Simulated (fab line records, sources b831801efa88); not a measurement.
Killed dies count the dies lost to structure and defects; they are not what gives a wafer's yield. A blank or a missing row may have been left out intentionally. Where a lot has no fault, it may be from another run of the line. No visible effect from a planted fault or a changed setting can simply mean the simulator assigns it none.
The tool behind it: which one? -- flow sky130 -- 14 lots, 42 wafers sampled, at 4 steps of a route of 708

== WHAT THE GAUGES READ, wafer by wafer ==
SKY_POLY_GATE_OVL_MEAS_14. Usual: for POLY_GATE_OVL the level is 4 nm and the standard deviation is 6.4.
lot,measured,on,POLY_GATE_OVL (nm),flag
L891,day 16 12:41,overlay-01,11 7 9,
L895,day 17 16:24,overlay-02,4 4 3,
L896,day 18 03:29,overlay-02,18 4 6,
L904,day 21 06:24,overlay-02,14 13 6,
L905,day 21 15:42,overlay-02,1 4 5,
L906,day 21 16:50,overlay-01,7 8 3,
L907,day 22 04:33,overlay-02,1 6 2,
L908,day 22 13:48,overlay-01,1 9 9,
L909,day 23 05:59,overlay-02,5 9 6,
L910,day 23 08:03,overlay-02,0 3 6,
L911,day 23 15:51,overlay-01,16 14 2,
L912,day 23 20:53,overlay-01,3 13 17,
L913,day 24 06:00,overlay-02,6 -8 3,
L914,day 24 17:29,overlay-01,-4 -3 -3,

SKY_CONTACT_THK_MEAS_03. Usual: for CONTACT_HDPCVD_THK the level is 566 nm and the standard deviation is 6.7.
lot,measured,on,CONTACT_HDPCVD_THK (nm),flag
L891,day 30 12:56,filmMetro-01,566 566 574,
L895,day 31 13:48,filmMetro-03,563 563 560,
L896,day 32 00:06,filmMetro-02,564 566 550,
L904,day 34 17:34,filmMetro-01,568 571 564,
L905,day 35 00:46,filmMetro-01,568 577 581,
L906,day 35 02:50,filmMetro-01,569 577 578,
L907,day 35 11:08,filmMetro-01,573 573 578,
L908,day 35 17:20,filmMetro-01,553 561 562,
L909,day 36 08:44,filmMetro-01,564 560 561,
L910,day 36 11:50,filmMetro-01,563 565 565,
L911,day 36 15:15,filmMetro-03,568 555 565,
L912,day 37 00:03,filmMetro-01,558 565 561,
L913,day 37 07:28,filmMetro-03,569 561 564,
L914,day 37 13:30,filmMetro-02,570 566 564,

SKY_CONTACT_RS_MEAS_25: measures by four-point-probe. Usual: for CONTACT_W_RS the level is 0.340 ohm/sq and the standard deviation is 0.0041.
lot,measured,on,CONTACT_W_RS (ohm/sq),flag
L891,day 31 18:23,filmMetro-02,0.342 0.338 0.339,
L895,day 32 18:22,filmMetro-02,0.335 0.346 0.341,
L896,day 33 05:16,filmMetro-02,0.349 0.333 0.334,
L904,day 35 22:00,filmMetro-03,0.338 0.338 0.336,
L905,day 36 04:39,filmMetro-02,0.339 0.342 0.340,
L906,day 36 06:01,filmMetro-03,0.332 0.334 0.333,
L907,day 36 14:27,filmMetro-01,0.336 0.343 0.338,
L908,day 36 20:10,filmMetro-01,0.342 0.336 0.332,
L909,day 37 10:55,filmMetro-01,0.332 0.339 0.343,
L910,day 37 14:41,filmMetro-03,0.343 0.337 0.340,
L911,day 37 18:24,filmMetro-03,0.333 0.341 0.332,
L912,day 38 03:10,filmMetro-02,0.341 0.333 0.339,
L913,day 38 10:29,filmMetro-01,0.340 0.338 0.337,
L914,day 38 16:11,filmMetro-02,0.335 0.338 0.339,

== TOOL THAT RAN EACH LOT (tool first, then ch and the chambers of the sampled wafers, then the start) ==
lot,SKY_NWELL_IMPLANT_24
L891,"implanter-02 ch 0, day 5 14:45"
L895,"implanter-03 ch 0, day 6 08:08"
L896,"implanter-03 ch 0, day 6 14:03"
L904,"implanter-02 ch 0, day 8 15:23"
L905,"implanter-02 ch 0, day 8 20:53"
L906,"implanter-04 ch 0, day 9 00:13"
L907,"implanter-02 ch 0, day 9 07:50"
L908,"implanter-02 ch 0, day 9 14:31"
L909,"implanter-04 ch 0, day 10 00:30"
L910,"implanter-04 ch 0, day 10 02:14"
L911,"implanter-03 ch 0, day 10 09:41"
L912,"implanter-03 ch 0, day 10 14:07"
L913,"implanter-03 ch 0, day 10 22:11"
L914,"implanter-03 ch 0, day 11 04:58"
- SKY_NWELL_IMPLANT_24

== WHAT THE TOOLS THEMSELVES READ (means of the sampled wafers that have a number; where no wafer has one, the mark that the record gives instead) ==
SKY_NWELL_IMPLANT_24. Usual: doseIonsCm2 9.201e+12, standard deviation 1e+10; endStationPressureTorr 5.07e-06 Torr, standard deviation 2.6e-07.
lot,tool,doseIonsCm2,endStationPressureTorr (Torr),flag
L891,implanter-02,9.203e+12,5.05e-06,
L895,implanter-03,9.539e+12,4.81e-06,OFF
L896,implanter-03,9.533e+12,4.92e-06,OFF
L904,implanter-02,9.210e+12,5.02e-06,
L905,implanter-02,9.203e+12,5.14e-06,
L906,implanter-04,9.204e+12,4.96e-06,
L907,implanter-02,9.194e+12,5.10e-06,
L908,implanter-02,9.195e+12,5.02e-06,
L909,implanter-04,9.194e+12,5.10e-06,
L910,implanter-04,9.199e+12,5.37e-06,
L911,implanter-03,9.208e+12,5.00e-06,
L912,implanter-03,9.195e+12,5.09e-06,
L913,implanter-03,9.185e+12,4.98e-06,
L914,implanter-03,9.192e+12,5.15e-06,

== THE ANSWER, worked out from the rows above alone ==
Rule: a lot counts as off when the mean over its wafers that have a number is more than 3 standard deviations away from the usual mean. A lot without any number at a reading at which 4 lots or more have one is off too. Where the step has rows for the other lots, those lots are counted as sound. The gauges are gone through in route order, then the tools' own readings, and for those a lot's mean is taken as printed above. The first step at which some lot is off is used, and at that step the reading that is off furthest; a lot without a number counts as furthest.
Off at SKY_NWELL_IMPLANT_24 (doseIonsCm2): L895, L896.
A tool fits if, at that step or a process step before it, it ran every lot that is off, and no sound lot after the first of them. None of those tried fits.

== WHAT WAS PUT IN BY THE SIMULATOR ==
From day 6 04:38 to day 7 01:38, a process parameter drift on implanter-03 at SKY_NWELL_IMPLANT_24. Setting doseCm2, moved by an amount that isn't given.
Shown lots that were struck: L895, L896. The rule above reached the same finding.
